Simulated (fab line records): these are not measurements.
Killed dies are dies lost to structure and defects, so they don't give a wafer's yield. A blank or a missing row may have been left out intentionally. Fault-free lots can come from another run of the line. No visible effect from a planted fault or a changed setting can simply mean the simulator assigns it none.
Chamber matching	flow sky130	4 sister chambers for SKY_POLY_CUT_ETCH_10 on rie diel-04
The step etches BARC in N2/H2, stops on SiO2, time 45.9 s, target depth 60 nm. 14 wafers are shown with their chamber, then 6 later ones without.

== WAFERS PAIRED WITH THEIR CHAMBERS ==
wafer	chamber	drypump motor current A (A)	rf fwd power W (W)	throttle valve pct (%)
L593.1	2	5.4	499.1	13.226
L593.4	1	4.8	496.1	13.218
L593.5	1	4.8	497.7	13.213
L595.1	0	5.1	492.2	13.219
L595.2	1	4.8	497.1	13.212
L595.3	3	6.2	491.5	13.227
L597.3	1	4.8	494.2	13.228
L600.3	1	4.8	498.7	13.221
L610.1	2	5.4	493.9	13.238
L610.4	0	5.2	490.8	13.245
L610.6	0	5.1	490.8	13.214
L611.2	3	6.2	489.8	13.214
L611.3	0	5.1	488.5	13.219
L611.6	0	5.1	491.2	13.234

SIGNATURES (means of the wafers above)
reading	chamber 0	chamber 1	chamber 2	chamber 3	scatter within a chamber
drypump motor current A	5.120	4.800	5.400	6.200	0.0283
rf fwd power W	490.700	496.760	496.500	490.650	1.85
throttle valve pct	13.22620	13.21840	13.23200	13.22050	0.00996
Rule: a wafer's distance from a chamber is the root of the sum, over the readings, of the square of ((its reading less the chamber's mean) divided by the reading's scatter). If the next closest chamber is less than 2 further off than the closest, the wafer can't be placed; otherwise it belongs to the closest. The scatter: the root of (the sum of the squares of (reading less its chamber's mean) over the shown wafers, divided by (wafers less chambers)).

== WAFERS WITH NO CHAMBER GIVEN ==
wafer	drypump motor current A (A)	rf fwd power W (W)	throttle valve pct (%)
L614.2	6.2	492.0	13.212
L614.3	5.4	496.1	13.212
L614.4	5.1	494.9	13.217
L615.1	4.8	495.5	13.227
L615.3	6.2	495.9	13.235
L615.4	5.1	492.8	13.225

== WHICH CHAMBER EACH WENT THROUGH ==
wafer	from the rows above	in truth
L614.2	3	3
L614.3	2	2
L614.4	0	0
L615.1	1	1
L615.3	3	3
L615.4	0	0
Correctly placed: 6 of 6. Can't be placed from these rows: 0. Placed wrongly: 0.
